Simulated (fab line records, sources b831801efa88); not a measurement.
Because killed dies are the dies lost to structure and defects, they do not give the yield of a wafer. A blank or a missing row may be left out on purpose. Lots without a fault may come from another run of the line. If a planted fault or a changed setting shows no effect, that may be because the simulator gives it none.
Which tool is to blame? / flow gf180mcu / 36 wafers from 12 lots sampled at 2 of the route's 602 steps

## WHAT EACH GAUGE READ, for each wafer
GF_M1_RS_MEAS_05: measures by four-point-probe. Usual: M1_ALCU_RS typically reads 0.0695 ohm/sq, with standard deviation 0.0008.
lot=L714; measured=day 16 07:44; on=filmMetro-01; M1_ALCU_RS (ohm/sq)=0.0683 0.0700 0.0684; flag=
lot=L715; measured=day 16 13:22; on=filmMetro-03; M1_ALCU_RS (ohm/sq)=0.0696 0.0696 0.0692; flag=
lot=L716; measured=day 17 01:06; on=filmMetro-01; M1_ALCU_RS (ohm/sq)=0.0695 0.0699 0.0699; flag=
lot=L717; measured=day 17 05:44; on=filmMetro-03; M1_ALCU_RS (ohm/sq)=0.0701 0.0700 0.0695; flag=
lot=L718; measured=day 17 19:19; on=filmMetro-01; M1_ALCU_RS (ohm/sq)=0.0695 0.0692 0.0702; flag=
lot=L720; measured=day 18 10:48; on=filmMetro-01; M1_ALCU_RS (ohm/sq)=0.0703 0.0708 0.0714; flag=
lot=L721; measured=day 18 16:50; on=filmMetro-03; M1_ALCU_RS (ohm/sq)=0.0687 0.0687 0.0683; flag=
lot=L722; measured=day 19 00:58; on=filmMetro-03; M1_ALCU_RS (ohm/sq)=0.0702 0.0694 0.0697; flag=
lot=L732; measured=day 22 23:28; on=filmMetro-03; M1_ALCU_RS (ohm/sq)=0.0703 0.0704 0.0705; flag=
lot=L734; measured=day 23 15:02; on=filmMetro-04; M1_ALCU_RS (ohm/sq)=0.0679 0.0679 0.0685; flag=
lot=L735; measured=day 23 20:19; on=filmMetro-01; M1_ALCU_RS (ohm/sq)=0.0701 0.0700 0.0706; flag=
lot=L737; measured=day 24 15:42; on=filmMetro-03; M1_ALCU_RS (ohm/sq)=0.0687 0.0686 0.0685; flag=

GF_M1_CD_MEAS_14: target cd 230 nm. Usual: cdNm reads 230.1 nm (standard deviation 1.2).
lot=L714; measured=day 17 06:38; on=cdSem-02; cdNm (nm)=230.6 231.1 230.5; flag=
lot=L715; measured=day 17 12:29; on=cdSem-02; cdNm (nm)=231.2 230.8 230.6; flag=
lot=L716; measured=day 18 00:18; on=cdSem-02; cdNm (nm)=229.7 228.1 229.6; flag=
lot=L717; measured=day 18 05:29; on=cdSem-01; cdNm (nm)=229.1 228.3 229.9; flag=
lot=L718; measured=day 18 18:56; on=cdSem-02; cdNm (nm)=231.0 231.1 230.3; flag=
lot=L720; measured=day 19 11:06; on=cdSem-02; cdNm (nm)=231.5 231.3 230.9; flag=
lot=L721; measured=day 19 17:11; on=cdSem-02; cdNm (nm)=229.9 229.4 229.1; flag=
lot=L722; measured=day 20 01:10; on=cdSem-01; cdNm (nm)=228.8 227.8 229.2; flag=
lot=L732; measured=day 23 22:17; on=cdSem-01; cdNm (nm)=229.7 229.7 229.7; flag=
lot=L734; measured=day 24 13:32; on=cdSem-02; cdNm (nm)=227.5 228.7 228.5; flag=
lot=L735; measured=day 24 18:16; on=cdSem-02; cdNm (nm)=228.2 227.8 229.3; flag=
lot=L737; measured=day 25 13:16; on=cdSem-02; cdNm (nm)=234.0 231.1 232.0; flag=

## EACH LOT AND THE TOOL THAT RAN IT (in order: tool; ch and the chambers of the sampled wafers; start)
The record shows no process step preceding these readings.

## AS READ BY THE TOOLS THEMSELVES (means over the sampled wafers that have a number; for cases with no such wafer, the mark the record gives instead)
The record holds no such reading with a usual standard deviation.

## THE ANSWER, worked out from the rows above alone
Rule: take the mean of a lot's wafers that have a number; if it is more than 3 standard deviations from the usual mean, the lot is off. A lot without any number at a reading at which 4 lots or more have one is off too. Any other lot the step has rows for is counted as sound. The gauges are gone through in route order, then the tools' own readings, and for those a lot's mean is taken as printed above. At the first step where some lot is off, the reading lying furthest off is the one used; lots without a number count as furthest.
No lot is off at any reading shown: from this, nothing can be told.

## WHAT HAD BEEN PUT IN BY THE SIMULATOR
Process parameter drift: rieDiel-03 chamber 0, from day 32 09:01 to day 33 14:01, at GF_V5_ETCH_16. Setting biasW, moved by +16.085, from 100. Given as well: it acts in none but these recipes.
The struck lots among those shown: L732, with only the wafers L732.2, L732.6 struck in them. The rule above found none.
